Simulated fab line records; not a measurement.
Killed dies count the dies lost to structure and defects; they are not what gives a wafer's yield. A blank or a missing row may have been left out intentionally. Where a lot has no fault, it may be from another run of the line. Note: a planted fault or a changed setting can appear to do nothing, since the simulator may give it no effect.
Comparing a struck lot with a sound one | flow sky130 | 16 steps out of a route of 708
Sound: the wafers L607.2, L607.4, L607.6. Struck: wafer L615.6 (left out: L615.1, L615.4 of the same lot, which were not struck); the cause appears at the end.
For every step that has rows: the tool of each side, followed by ch and its chambers, followed by its first start. Under that, the readings that differ: sound wafers | struck wafers | difference of the means | sigmas: that difference in standard deviations of wafers without a fault.
alike: a reading whose means differ by less than 2 such deviations, as well as words and numbers matching on both sides. not compared: withheld readings; readings where some wafer has no value; bounds like >300 that might hide an equal value; numbers whose values overlap and for which the record gives no deviation.
Wherever a step has rows on one side only, a row that says differs or no value, or a row with sigmas, the two part there. When numbers do not overlap yet have no deviation, they are printed without sigmas and do not part them. Lack of a reading on every wafer of one side parts them only where that side has two or more wafers.

first, 8 steps without rows for these wafers: SKY_METAL2_DEHYDRATE_07 (time 60 s); SKY_METAL2_HMDS_08 (prime time 60 s); SKY_METAL2_COAT_09 (resist thk 60 nm); SKY_METAL2_COAT_10 (resist thk 450 nm); SKY_METAL2_SOFTBAKE_11 (time 90 s); SKY_METAL2_EXPOSE_12 (exposes mask MM2, target cd 140 nm); SKY_METAL2_PEB_13; SKY_METAL2_DEVELOP_14 (develop time 60 s).
SKY_METAL2_CD_MEAS_15: target cd 140 nm.
  sound: cd-sem-01 at day 37 21:18; struck: cd-sem-02 at day 39 20:58
  alike: cd-nm
SKY_METAL2_OVL_MEAS_16:
  sound: overlay-01 at day 37 21:24; struck: overlay-02 at day 39 21:05
  reading         | sound    | struck | difference | sigmas
  METAL2_OVL (nm) | -6 -8 -6 | 6      | +13        | +2
SKY_METAL2_DESCUM_17: chemistry O2, time 8 s.
  sound on rie-metal-02 ch 0,1, day 37 21:26; struck on rie-metal-01 ch 0, day 39 21:07
  reading                     | sound          | struck | difference | sigmas
  drypump-motor-current-A (A) | 5.09 5.10 5.76 | 6.27   | +0.95      | +3
  alike: oes-product-au
  not compared: rf-hours-counter-h
SKY_METAL2_ETCH_18: etches BARC in N2/H2, stops on SiO2, time 45.9 s, target depth 60 nm.
  sound on rie-metal-02 ch 0,1, day 37 21:28; struck on rie-metal-01 ch 0, day 39 21:09
  reading                     | sound          | struck | difference | sigmas
  drypump-motor-current-A (A) | 5.08 5.10 5.75 | 6.25   | +0.94      | +3
  alike: bias-w, oes-product-au, throttle-valve-pct
  not compared: rf-hours-counter-h
SKY_METAL2_METAL_ETCH_19: etches the open film in Cl2/BCl3, stops on SiO2, target depth 360 nm, time 78 s.
  sound on rie-metal-02 ch 0,1, day 37 21:32; struck on rie-metal-01 ch 0, day 39 21:13
  reading                                       | sound             | struck | difference | sigmas
  bias-w (W)                                    | 48.49 48.53 48.35 | 56.21  | +7.75      | +60
  drypump-motor-current-A (A)                   | 5.11 5.15 5.73    | 6.25   | +0.92      | +3
  model.KrF-thick_of_METAL2_COAT_10.thk-nm (nm) | 158.2 160.3 158.9 | 142.2  | -16.9      |
  alike: oes-product-au, throttle-valve-pct
  not compared: rf-hours-counter-h
SKY_METAL2_STRIP_20: strips in O2/N2.
  sound on plasma-asher-03 ch 0,1, day 37 21:37; struck on plasma-asher-04 ch 1, day 39 21:19
  reading                      | sound          | struck | difference | sigmas
  strip-time-to-endpoint-s (s) | 2.70 2.68 2.68 | 2.51   | -0.18      | -4
  alike: drypump-motor-current-A, o2-flow-sccm, oes-product-au
  not compared: rf-hours-counter-h
then, 1 step without rows for these wafers: SKY_METAL2_STRIP_21 (strips in post etch residue remover, time 1200 s).
-- the record jumps here: 10 days lie between the struck wafers' starts before and after (it left off in module METAL2 and takes up again in module PAD_OPEN, whose first step shown is number 708 of the route) --
SKY_PAD_OPEN_PROBE_99:
  the record has rows for the struck wafers here (prober-01, day 49 11:13) and none for the sound ones

WHERE THEY PART
Last at SKY_PAD_OPEN_PROBE_99 as far as this record goes, first at SKY_METAL2_OVL_MEAS_16.

WHY: the cause the simulator had injected
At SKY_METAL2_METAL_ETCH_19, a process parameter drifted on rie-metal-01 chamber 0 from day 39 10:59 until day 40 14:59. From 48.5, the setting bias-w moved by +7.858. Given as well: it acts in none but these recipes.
